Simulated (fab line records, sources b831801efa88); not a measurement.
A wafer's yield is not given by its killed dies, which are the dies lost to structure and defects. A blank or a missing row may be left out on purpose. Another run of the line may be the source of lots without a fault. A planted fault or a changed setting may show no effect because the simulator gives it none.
fab line records	flow sky130
[record] lots = 6	wafers = 18	last-day = 50
route steps=708 shown LDD_HVP@287 LDD_LDN@289 PAD_OPEN@708
lots with no fault: from the same line, run without faults
start-h: start of the lot's first displayed wafer, in hours after the record's first day	wait-h: hours since the lot's step before	" the same as in the row above	L1.1+2: one row covering several wafers at once	- no value present, or no start provided	* or withheld: withheld	< > ~ a bound
route shown NAME@n: a module of which the file shows steps, and the number in the route of the first	usual: average and standard deviation across the fault-free wafers	same: alike in all rows	chamber/n: place in a boat	sites: readings site by site	_std_site: standard deviation of those values	_edge_site: inner sites' mean taken away from outer sites' mean	radius-mm: how far each site lies from the wafer's centre	mask NAME#n: copy n	behind: tool/chamber where the wafer was last shaped	hold: what put the lot on hold/how long, in hours/how the hold closed	device: transistor that didn't switch, given as n, p or np	end of line: the same wafers' tests at the end of the route	a step given without rows: its recipe and nothing more	killed: count of dies lost to structure and defects at first sort (not the wafer's yield)	map: dies across one wafer; x = killed, . = not, _ = none there
set.NAME: the run value of the setting; set.NAME@STEP: its run value at that earlier step	model.NAME: the simulator's own value behind a step, which no gauge read
certain route steps with their lots: each step a table, each wafer a row
services: from which hour (start-h, from the record's first day; less than 0 if before it) a tool's chamber was out of use, for how many hours, and why
[[steps]]
[step SKY_LDD_HVP_STRIP_09]
[recipe] chemistry = O2/N2	power-w = 1400	pressure-mtorr = 1500	platen-temp-c = withheld	o2-flow-sccm = 3000	n2-flow-sccm = 300	overash-fraction = 0.5
[usual] drypump-motor-current-A = 5.8/0.33	oes-product-au = 0.408/0.0049	strip-time-to-endpoint-s = 4.133/0.014
lot.wafer	tool	chamber	start-h	wait-h	drypump-motor-current-A	oes-product-au	rf-hours-counter-h	strip-time-to-endpoint-s
L532.1	plasma-asher-04	1	547.56	0.1	5.7	0.414	35	4.147
L532.4	"	1	"	"	5.7	0.404	-	4.125
L532.6	"	1	"	"	5.7	0.410	-	4.128
L534.1	plasma-asher-02	0	555.11	0.1	5.6	0.407	12	4.140
L534.2	"	1	"	"	5.8	0.413	12	4.142
L534.6	"	0	"	"	5.6	0.411	-	4.137
L536.1	plasma-asher-04	1	574.36	0.1	5.7	0.408	38	4.124
L536.4	"	0	"	"	6.0	0.411	-	4.123
L536.6	"	1	"	"	5.7	0.404	-	4.120
L537.2	plasma-asher-02	1	590.28	0.1	5.8	0.406	16	4.107
L537.3	"	0	"	"	5.6	0.414	-	4.126
L537.4	"	1	"	"	5.8	0.396	-	4.126
L548.1	plasma-asher-04	0	665.41	0.1	6.0	0.409	48	4.140
L548.4	"	1	"	"	5.7	0.404	-	4.139
L548.6	"	1	"	"	5.6	0.397	-	4.137
L549.2	plasma-asher-01	1	681.28	0.1	5.4	0.406	95	4.126
L549.4	"	0	"	"	6.4	0.398	-	4.130
L549.6	"	0	"	"	6.4	0.409	-	4.123
[step SKY_LDD_HVP_TW_MEAS_10]
[usual] LDD_HVP_TW = 461/5.7
lot.wafer	tool	chamber	start-h	wait-h	LDD_HVP_TW
L532.1	film-metro-02	-	547.66	0.1	449
L532.4	"	-	"	"	447
L532.6	"	-	"	"	450
L534.1	film-metro-04	-	555.21	0.1	461
L534.2	"	-	"	"	461
L534.6	"	-	"	"	463
L536.1	film-metro-03	-	574.46	0.1	462
L536.4	"	-	"	"	464
L536.6	"	-	"	"	464
L537.2	film-metro-02	-	590.39	0.1	448
L537.3	"	-	"	"	448
L537.4	"	-	"	"	450
L548.1	film-metro-04	-	665.51	0.1	462
L548.4	"	-	"	"	462
L548.6	"	-	"	"	463
L549.2	film-metro-04	-	681.39	0.1	463
L549.4	"	-	"	"	461
L549.6	"	-	"	"	461
[step SKY_LDD_LDN_DEHYDRATE_00]
[recipe] temp-c = 200	time-s = 60
[step SKY_LDD_LDN_HMDS_01]
[recipe] prime-time-s = 60	prime-temp-c = 120
[step SKY_LDD_LDN_COAT_02]
[recipe] resist = NOVOLAK	spin-rpm = 3000	resist-thk-nm = 1140
[step SKY_LDD_LDN_SOFTBAKE_03]
[recipe] temp-c = 90	time-s = 60	resist = NOVOLAK
[step SKY_LDD_LDN_EXPOSE_04]
[recipe] mask-id = LDNTM	na = 0.6	source-shape = conventional	sigma-outer = 0.6	polarization = unpolarized	target-cd-nm = 700	dose-mj = 140
[step SKY_LDD_LDN_PEB_05]
[recipe] temp-c = withheld	time-s = *	resist = NOVOLAK
[step SKY_LDD_LDN_DEVELOP_06]
[recipe] resist = NOVOLAK	developer = TMAH	develop-time-s = 60	dev-temp-c = 23
[step SKY_LDD_LDN_OVL_MEAS_07]
[usual] LDD_LDN_OVL = 0.4/1.3
lot.wafer	tool	chamber	start-h	wait-h	LDD_LDN_OVL[nm]
L532.1	overlay-02	-	577.23	0.1	1.3
L532.4	"	-	"	"	0.0
L532.6	"	-	"	"	0.9
L534.1	overlay-02	-	585.25	0.1	-0.2
L534.2	"	-	"	"	2.2
L534.6	"	-	"	"	1.8
L536.1	overlay-01	-	604.28	0.1	-2.1
L536.4	"	-	"	"	0.4
L536.6	"	-	"	"	0.9
L537.2	overlay-02	-	620.24	0.1	0.5
L537.3	"	-	"	"	0.9
L537.4	"	-	"	"	3.0
L548.1	overlay-02	-	693.58	0.1	-0.8
L548.4	"	-	"	"	-1.9
L548.6	"	-	"	"	-0.5
L549.2	overlay-01	-	709.95	0.1	0.8
L549.4	"	-	"	"	-1.8
L549.6	"	-	"	"	0.5
[step SKY_LDD_LDN_IMPLANT_08]
[recipe] species = As	energy-kev = 15	dose-cm2 = 1.25e+13	tilt-deg = withheld	rotation-deg = 23
[step SKY_LDD_LDN_IMPLANT_09]
[recipe] species = As	energy-kev = 15	dose-cm2 = 1.25e+13	tilt-deg = withheld	rotation-deg = 113
[step SKY_LDD_LDN_IMPLANT_10]
[recipe] species = As	energy-kev = 15	dose-cm2 = 1.25e+13	tilt-deg = withheld	rotation-deg = 203
[usual] beam-energy-keV = 15.001/0.0052
lot.wafer	tool	chamber	start-h	wait-h	beam-energy-keV	model.implant.drp-nm
L532.1	implanter-01	0	577.56	0.1	15.001	5.933
L532.4	"	0	"	"	14.999	5.933
L532.6	"	0	"	"	15.002	5.933
L534.1	implanter-01	0	585.58	0.1	15.720	6.122
L534.2	"	0	"	"	15.721	6.122
L534.6	"	0	"	"	15.725	6.122
L536.1	implanter-03	0	604.62	0.1	15.003	5.933
L536.4	"	0	"	"	15.003	5.933
L536.6	"	0	"	"	15.004	5.933
L537.2	implanter-01	0	620.59	0.1	15.722	6.122
L537.3	"	0	"	"	15.720	6.122
L537.4	"	0	"	"	15.718	6.122
L548.1	implanter-01	0	693.91	0.1	14.997	5.933
L548.4	"	0	"	"	14.995	5.933
L548.6	"	0	"	"	14.997	5.933
L549.2	implanter-01	0	710.31	0.1	15.007	5.933
L549.4	"	0	"	"	14.997	5.933
L549.6	"	0	"	"	14.997	5.933
[step SKY_LDD_LDN_IMPLANT_11]
[recipe] species = As	energy-kev = 15	dose-cm2 = 1.25e+13	tilt-deg = withheld	rotation-deg = 293
[step SKY_PAD_OPEN_PROBE_99]
[usual] killed_at_M0_to_M3 = 43/7.5	killed_at_M4_up = 3.2/1.9	killed-at-contacts = 24/4.9	killed-at-front-end = 15/4.3	killed-at-other = 0.4/0.72	killed-dies = 86/9.1	killed-open = 47/6.5	killed-short = 39/6.5
[same] gross-dies = 492	killed-at-back-side = 0
lot.wafer	tool	chamber	start-h	wait-h	killed_at_M0_to_M3	killed_at_M4_up	killed-at-contacts	killed-at-front-end	killed-at-other	killed-dies	killed-open	killed-short
L534.1	prober-02	-	1123.42	0.1	47	7	21	8	0	83	42	41
L534.2	prober-02	-	1123.47	0.1	40	0	32	14	0	86	56	30
L534.6	prober-02	-	1123.67	0.2	35	2	27	10	4	78	47	31
// killed by level:class
L534.1 VIA1:geometric-particle:open=14 VIA3:geometric-particle:open=10 LI_CONTACT:geometric-particle:short=6 CONTACT:geometric-particle:short=5 VIA1:geometric-particle:short=5 VIA2:geometric-particle:short=5 VIA2:geometric-particle:open=5 METAL4:geometric-particle:short=5
L534.2 CONTACT:geometric-particle:open=12 VIA1:geometric-particle:open=11 LI_CONTACT:geometric-particle:open=11 CONTACT:geometric-particle:short=6 METAL3:geometric-particle:short=5 VIA3:geometric-particle:open=5 POLY_GATE:geometric-particle:open=4 VIA2:geometric-particle:open=4
L534.6 CONTACT:geometric-particle:open=11 VIA1:geometric-particle:open=11 LI_CONTACT:geometric-particle:open=8 METAL2:geometric-particle:short=7 FIELD_ISO:geometric-particle:open=4 VIA1:geometric-particle:short=4 VIA2:geometric-particle:open=3 CONTACT:geometric-particle:short=3
[[services]]
tool	chamber	start-h	hours	kind
implanter-01	-	536.58	0.8	repair
implanter-03	-	560.25	6.0	repair
implanter-01	-	562.96	8.7	repair
plasma-asher-01	-	573.90	4.4	repair
plasma-asher-01	-	587.94	4.5	repair
implanter-03	-	589.42	9.1	repair
implanter-01	-	649.98	1.8	repair
implanter-03	-	677.84	0.7	repair
implanter-03	-	678.38	2.8	repair
implanter-03	-	691.46	1.2	repair
plasma-asher-01	-	710.02	0.7	repair
[[key]]
[first-sign] step = SKY_LDD_LDN_IMPLANT_10	reading = beam-energy-keV	direction = up	sigmas = 99+	usual = *	struck = *
effect none on later readings
[model-effect] step = SKY_LDD_LDN_IMPLANT_10	value = implant.drp-nm	without = 5.933	struck = 6.122
met-at SKY_LDD_LDN_IMPLANT_10
struck-wafers L534.1,L534.2,L534.6,L537.2,L537.3,L537.4
tester-left-out L534,L537
onset-between 577.56 585.58
[fault] kind = process-parameter-drift	tool = implanter-01	chamber = -	onset-h = 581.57	steps = SKY_LDD_LDN_IMPLANT_10	channel = energy-kev	offset = *	shape = step	end-h = 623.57	acts-in = *	stated = *
// tester-left-out: of these lots the tester's yield and bins aren't shown, on N5 and GAA mostly nor the transistor test; their killed dies are dies lost to structure and defects alone, not to doping, threshold or leakage, so they don't give the yield
